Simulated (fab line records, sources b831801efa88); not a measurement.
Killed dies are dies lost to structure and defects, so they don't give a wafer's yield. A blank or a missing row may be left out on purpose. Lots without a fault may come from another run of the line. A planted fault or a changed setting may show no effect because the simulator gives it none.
fab line records | flow sky130 | part 2 of 2: steps 29 to 40 of 40
record lots=5 wafers=15 last_day=50
route steps=708 shown LI_CONTACT@378 LOCAL_INTERCONNECT@387 CONTACT@406
lots that met no fault: from a run of the same line without faults
start_h: hours from the record's first day to the start of the lot's first wafer shown | wait_h: hours since the lot's step before | " the same as in the row above | L1.1+2: a row that stands for several wafers | - no value, or no start given | * or withheld: withheld | < > ~ a bound
route shown NAME@n: a module of which the file shows steps, and the number in the route of the first | usual: mean/standard deviation of fault-free wafers | same: alike in all rows | chamber/n: place in a boat | sites: the reading at each site | _std_site: their standard deviation | _edge_site: outer sites' mean less inner sites' | radius_mm: how far each site lies from the wafer's centre | mask NAME#n: copy n | behind: the tool/chamber that last shaped the wafer | hold: why the lot was held/for how many hours/how that ended | device: the transistor (n, p or np) that didn't switch | end of line: the same wafers' tests at the end of the route | a step without rows: its recipe alone | killed: dies lost to structure and defects at the first sort, not the wafer's yield | map: a wafer's dies, x killed, . not, _ none there
set.NAME: the setting as run; set.NAME@STEP: as run at that earlier step | model.NAME: the simulator's own value behind a step, which no gauge read
lots at some steps of the route; a table a step, a row a wafer
services: from which hour (start_h, from the record's first day; less than 0 if before it) a tool's chamber was out of use, for how many hours, and why
## steps
# step SKY_CONTACT_CVD_00
# recipe material=Si3N4 target_thk_nm=75 temp_c=400 time_s=withheld rf_w=450
# usual heater_power_w=670/86
# columns lot.wafer tool chamber start_h wait_h heater_power_w
L078.4 pecvd-04 2 756.32 0.0 618
L078.5 " 0 " " 850
L078.6 " 1 " " 599
L082.3 pecvd-03 1 805.16 0.0 646
L082.5 " 1 " " 661
L082.6 " 2 " " 550
L094.3 pecvd-03 0 873.43 0.0 754
L094.5 " 0 " " 770
L094.6 " 1 " " 606
L096.1 pecvd-01 1 884.36 0.0 608
L096.4 " 0 " " 595
L096.6 " 2 " " 739
L097.2 pecvd-01 0 891.68 0.0 700
L097.3 " 2 " " 737
L097.6 " 0 " " 581
# step SKY_CONTACT_THK_MEAS_01
# recipe reads=Si3N4_of_CONTACT_CVD_00
# usual CONTACT_CVD_00_THK=75.2/1
# columns lot.wafer tool chamber start_h wait_h CONTACT_CVD_00_THK[nm]
L078.4 film_metro-03 - 756.37 - 76.3
L078.5 " - " " 75.7
L078.6 " - " " 75.3
L082.3 film_metro-02 - 805.21 - 73.4
L082.5 " - " " 75.4
L082.6 " - " " 77.0
L094.3 film_metro-03 - 873.48 - 74.5
L094.5 " - " " 74.9
L094.6 " - " " 75.9
L096.1 film_metro-01 - 884.39 - 75.8
L096.4 " - " " 76.3
L096.6 " - " " 75.6
L097.2 film_metro-03 - 891.74 - 75.0
L097.3 " - " " 74.9
L097.6 " - " " 75.6
# step SKY_CONTACT_HDPCVD_02
# recipe material=SiO2 target_thk_nm=565 sigma_open_frac=0.3 time_s=94.2 temp_c=600 sih4_flow_sccm=60 pressure_mtorr=6
# usual pressure_mtorr=5.999/0.014
# columns lot.wafer tool chamber start_h wait_h pressure_mtorr
L078.4 hdpcvd-02 2 756.43 0.1 6.007
L078.5 " 0 " " 6.004
L078.6 " 1 " " 5.999
L082.3 hdpcvd-02 1 805.25 0.0 5.997
L082.5 " 1 " " 6.011
L082.6 " 0 " " 5.988
L094.3 hdpcvd-02 0 873.52 0.0 6.003
L094.5 " 2 " " 5.983
L094.6 " 0 " " 6.000
L096.1 hdpcvd-01 2 884.45 0.1 6.007
L096.4 " 2 " " 6.014
L096.6 " 1 " " 6.011
L097.2 hdpcvd-01 0 891.79 0.0 5.980
L097.3 " 1 " " 5.992
L097.6 " 2 " " 5.985
# step SKY_CONTACT_THK_MEAS_03
# recipe reads=SiO2_of_CONTACT_HDPCVD_02
# usual CONTACT_HDPCVD_THK=563/4.9
# columns lot.wafer tool chamber start_h wait_h CONTACT_HDPCVD_THK[nm]
L078.4 film_metro-01 - 756.49 0.0 557
L078.5 " - " " 550
L078.6 " - " " 558
L082.3 film_metro-01 - 805.34 0.1 573
L082.5 " - " " 565
L082.6 " - " " 565
L094.3 film_metro-01 - 873.61 0.1 563
L094.5 " - " " 561
L094.6 " - " " 567
L096.1 film_metro-02 - 884.52 0.0 564
L096.4 " - " " 564
L096.6 " - " " 562
L097.2 film_metro-01 - 891.87 0.0 564
L097.3 " - " " 562
L097.6 " - " " 567
# step SKY_CONTACT_CMP_04
# recipe material=SiO2 down_force_psi=4 platen_rpm=60 pad_velocity_m_s=0.94248
# usual motor_current_A=11.4/1.2 slurry_flow_ml_min=150.1/0.44 time_to_endpoint_s=80/4.9
# columns lot.wafer tool chamber start_h wait_h motor_current_A slurry_flow_ml_min time_to_endpoint_s
L078.4 cmp-01 2 756.62 0.1 12.5 149.8 77
L078.5 " 0 " " 9.9 149.7 83
L078.6 " 1 " " 12.1 150.6 84
L082.3 cmp-01 1 805.43 0.1 11.7 150.3 83
L082.5 " 0 " " 10.1 150.3 85
L082.6 " 1 " " 11.6 150.0 78
L094.3 cmp-01 3 873.65 0.0 10.4 149.6 77
L094.5 " 3 " " 10.3 150.8 75
L094.6 " 0 " " 9.9 149.6 84
L096.1 cmp-02 0 884.63 0.1 12.6 150.3 81
L096.4 " 2 " " 13.8 150.6 77
L096.6 " 0 " " 13.1 150.2 78
L097.3 cmp-02 0 891.97 0.1 12.9 150.1 84
L097.2 " 2 " " 13.9 150.8 79
L097.6 " 0 " " 12.6 150.5 88
# step SKY_CONTACT_BOW_MEAS_05
# recipe mode=bow
# usual CONTACT_BOW=82/6.5
# columns lot.wafer tool chamber start_h wait_h CONTACT_BOW[um]
L078.4 film_metro-02 - 756.88 0.2 90
L078.5 " - " " 89
L078.6 " - " " 83
L082.3 film_metro-03 - 805.72 0.2 91
L082.5 " - " " 80
L082.6 " - " " 98
L094.3 film_metro-03 - 873.99 0.3 71
L094.5 " - " " 79
L094.6 " - " " 78
L096.1 film_metro-01 - 884.88 0.2 69
L096.4 " - " " 83
L096.6 " - " " 87
L097.2 film_metro-02 - 892.24 0.1 82
L097.3 " - " " 77
L097.6 " - " " 79
# step SKY_CONTACT_DEHYDRATE_06
# recipe temp_c=200 time_s=60
# columns lot.wafer tool chamber start_h wait_h
L078.4+5+6 litho_track-02 0 768.95 12.0
L082.3+5+6 litho_track-02 0 818.33 12.6
L094.3+5+6 litho_track-02 0 886.63 12.6
L096.1+4+6 litho_track-02 0 897.53 12.6
L097.2+3+6 litho_track-02 0 904.70 12.4
# step SKY_CONTACT_HMDS_07
# recipe prime_time_s=60 prime_temp_c=120
# columns lot.wafer tool chamber start_h wait_h
L078.4+5+6 litho_track-02 0 769.10 0.1
L082.3+5+6 litho_track-02 0 818.48 0.1
L094.3+5+6 litho_track-02 0 886.78 0.1
L096.1+4+6 litho_track-02 0 897.68 0.1
L097.2+3+6 litho_track-02 0 904.85 0.1
# step SKY_CONTACT_COAT_08
# recipe resist=BARC temp_c=withheld time_s=withheld spin_rpm=3000 resist_thk_nm=60
# columns lot.wafer tool chamber start_h wait_h
L078.4+5+6 litho_track-02 0 769.25 0.1
L082.3+5+6 litho_track-02 0 818.63 0.1
L094.3+5+6 litho_track-02 0 886.93 0.1
L096.1+4+6 litho_track-02 0 897.83 0.1
L097.2+3+6 litho_track-02 0 905.00 0.1
# step SKY_CONTACT_COAT_09
# recipe resist=KrF-thick spin_rpm=3000 resist_thk_nm=450
# columns lot.wafer tool chamber start_h wait_h
L078.4+5+6 litho_track-02 0 - -
L082.3+5+6 litho_track-02 0 - -
L094.3+5+6 litho_track-02 0 - -
L096.1+4+6 litho_track-02 0 - -
L097.2+3+6 litho_track-02 0 - -
# step SKY_CONTACT_SOFTBAKE_10
# recipe temp_c=100 time_s=90 resist=KrF-thick
# columns lot.wafer tool chamber start_h wait_h
L078.4+5+6 litho_track-02 0 - -
L082.3+5+6 litho_track-02 0 - -
L094.3+5+6 litho_track-02 0 - -
L096.1+4+6 litho_track-02 0 - -
L097.2+3+6 litho_track-02 0 - -
# step SKY_CONTACT_EXPOSE_11
# recipe mask_id=CTM1 na=0.8 source_shape=annular sigma_inner=0.55 sigma_outer=0.85 target_cd_nm=170 dose_mj=38
# usual reticle_temp_C=23.01/0.1
# columns lot.wafer tool chamber start_h wait_h mask reticle_temp_C
L078.4 krf_scanner-01 0 - - CTM1#0 22.99
L078.5 " 0 " " CTM1#0 23.03
L078.6 " 0 " " CTM1#0 23.17
L082.3 krf_scanner-02 0 - - CTM1#0 22.97
L082.5 " 0 " " CTM1#0 23.02
L082.6 " 0 " " CTM1#0 23.01
L094.3 krf_scanner-01 0 - - CTM1#0 23.13
L094.5 " 0 " " CTM1#0 22.97
L094.6 " 0 " " CTM1#0 22.77
L096.1 krf_scanner-01 0 - - CTM1#0 23.15
L096.4 " 0 " " CTM1#0 23.03
L096.6 " 0 " " CTM1#0 23.10
L097.2 krf_scanner-01 0 - - CTM1#0 22.81
L097.3 " 0 " " CTM1#0 22.79
L097.6 " 0 " " CTM1#0 22.96
## services
# columns tool chamber start_h hours kind
rie_metal-02 1 738.57 6.5 repair
plasma_asher-04 - 739.17 28.1 pm
cmp-01 - 744.28 4.0 pm
cmp-02 - 745.99 28.9 repair
krf_scanner-01 - 758.23 1.3 pm
krf_scanner-01 - 759.85 4.4 pm
cmp-02 - 762.36 4.1 repair
krf_scanner-01 - 766.18 0.8 pm
pvd_sputter-04 - 767.78 13.7 repair
cmp-01 - 768.26 1.4 repair
rie_metal-04 - 771.57 1.2 repair
krf_scanner-01 - 772.93 1.0 pm
cvd_w-01 1 783.49 13.5 repair
rie_metal-02 0 783.89 5.2 repair
cmp-02 - 801.89 5.1 repair
krf_scanner-01 - 808.86 0.4 repair
wet_bench-02 - 811.51 1.1 repair
krf_scanner-01 - 816.71 3.2 repair
cmp-01 - 820.14 0.9 repair
cmp-01 - 820.98 0.3 repair
krf_scanner-01 - 832.60 0.1 repair
cmp-02 - 842.43 0.9 repair
cmp-02 - 865.20 0.8 repair
pvd_sputter-01 - 871.05 5.2 repair
